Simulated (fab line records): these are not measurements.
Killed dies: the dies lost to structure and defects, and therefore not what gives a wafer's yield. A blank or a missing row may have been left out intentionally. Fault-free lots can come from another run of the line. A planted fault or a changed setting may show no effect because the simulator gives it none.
A lot that was struck, set against a sound lot	flow gf180mcu	17 steps out of a route of 602
Sound: these wafers, L700.2, L700.3, L700.4. Struck: wafer L710.3 (left out: L710.1, L710.4 of the same lot, which were not struck); the cause appears at the end.
Each step with rows lists, per side, the tool, then ch with its chambers, then its first start. Under that, the readings that differ: sound wafers	struck wafers	difference of the means	sigmas: that difference in standard deviations of wafers without a fault.
alike: words and numbers the same on both sides, and readings whose means are apart by under 2 such deviations; not compared: readings that were withheld, readings missing a value for some wafer, numbers with overlapping values and no deviation given by the record, and bounds like >300 which may hide the same value.
Wherever a step has rows on one side only, a row that says differs or no value, or a row with sigmas, the two part there. Numbers that don't overlap but have no deviation are shown without sigmas and don't part them. A reading missing from all wafers of one side parts the sides only when that side holds two or more wafers.

GF_MIM_STRIP_20: strips in O2/N2.
  sound on plasmaAsher-03 ch 0,1, day 27 18:40; struck on plasmaAsher-04 ch 0, day 30 17:01
  alike: drypumpMotorCurrentA, heaterPowerW, oesProductAu, stripTimeToEndpointS
  not compared: rfHoursCounterH
then, 9 steps without rows for these wafers: GF_MIM_STRIP_21 (strips in post etch residue remover, time 1200 s); GF_MIM_CLEAN_22 (cleans in DIW); GF_M5_DEHYDRATE_00 (time 60 s); GF_M5_HMDS_01 (prime time 60 s); GF_M5_COAT_02 (resist thk 1000 nm); GF_M5_SOFTBAKE_03 (time 60 s); GF_M5_EXPOSE_04 (exposes mask Metal5, target cd 280 nm); GF_M5_PEB_05 (peb time 90 s); GF_M5_DEVELOP_06 (develop time 60 s).
GF_M5_CD_MEAS_07: the cd target is 280 nm.
  sound on cdSem-02, day 28 14:46; struck on cdSem-01, day 31 11:31
  alike: cdNm
GF_M5_OVL_MEAS_08:
  sound on overlay-02, day 28 14:53; struck on overlay-02, day 31 11:38
  alike: M5_OVL
GF_M5_ETCH_09: etches Si3N4 in CF4/O2, target depth 52 nm, time 11.6 s.
  sound on rieDiel-04 ch 0,1,2, day 28 14:55; struck on rieDiel-04 ch 1, day 31 11:40
reading	sound	struck	difference	sigmas
drypumpMotorCurrentA (A)	6.6 6.6 5.0	5.0	-1.1	-2
oesProductAu (a.u.)	1.008 0.986 1.005	0.741	-0.259	-27
throttleValvePct (%)	5.977 5.959 5.970	5.888	-0.081	-9
model.etch.depthNm (nm)	52.9 51.47 52.59	30.8	-21.5	
model.KrF_of_M5_COAT_02.thkNm (nm)	948.2 947.5 949.4	968.3	+19.9	
  not compared: rfHoursCounterH
GF_M5_METAL_ETCH_10: etches the open film in Cl2/BCl3, stops on SiO2, target depth 750.8 nm, time 125.1 s.
  sound on rieMetal-01 ch 0,1, day 28 14:56; struck on rieMetal-02 ch 1, day 31 11:42
reading	sound	struck	difference	sigmas
heBacksideLeakSccm (sccm)	3.25 3.53 3.22	4.23	+0.90	+3
model.KrF_of_M5_COAT_02.thkNm (nm)	648.4 647.7 650	669.2	+20.5	
  alike: drypumpMotorCurrentA, oesProductAu, throttleValvePct
  not compared: rfHoursCounterH
GF_M5_STRIP_11: strips in O2/N2.
  sound on plasmaAsher-02 ch 0,1, day 28 15:06; struck on plasmaAsher-04 ch 1, day 31 11:50
reading	sound	struck	difference	sigmas
stripTimeToEndpointS (s)	7.01 7.00 7.04	7.22	+0.20	+5
  alike: drypumpMotorCurrentA, heaterPowerW, oesProductAu
  not compared: rfHoursCounterH
then, 1 step without rows for these wafers: GF_M5_STRIP_12 (strips in post etch residue remover, time 1200 s).
-- the record jumps here: 2 days lie between the struck wafers' starts before and after (it left off in module M5 and takes up again in module PASSIVATION, whose first step shown is number 602 of the route) --
GF_PASSIVATION_PROBE_99:
  only the struck wafers here have rows in the record (prober-02, day 33 20:39); the sound ones have none

== WHERE THEY PART ==
First at GF_M5_ETCH_09; last, within this record, at GF_PASSIVATION_PROBE_99.

WHY: the cause the simulator had injected
rieDiel-04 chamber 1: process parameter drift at GF_M5_ETCH_09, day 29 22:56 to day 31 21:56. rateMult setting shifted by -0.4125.
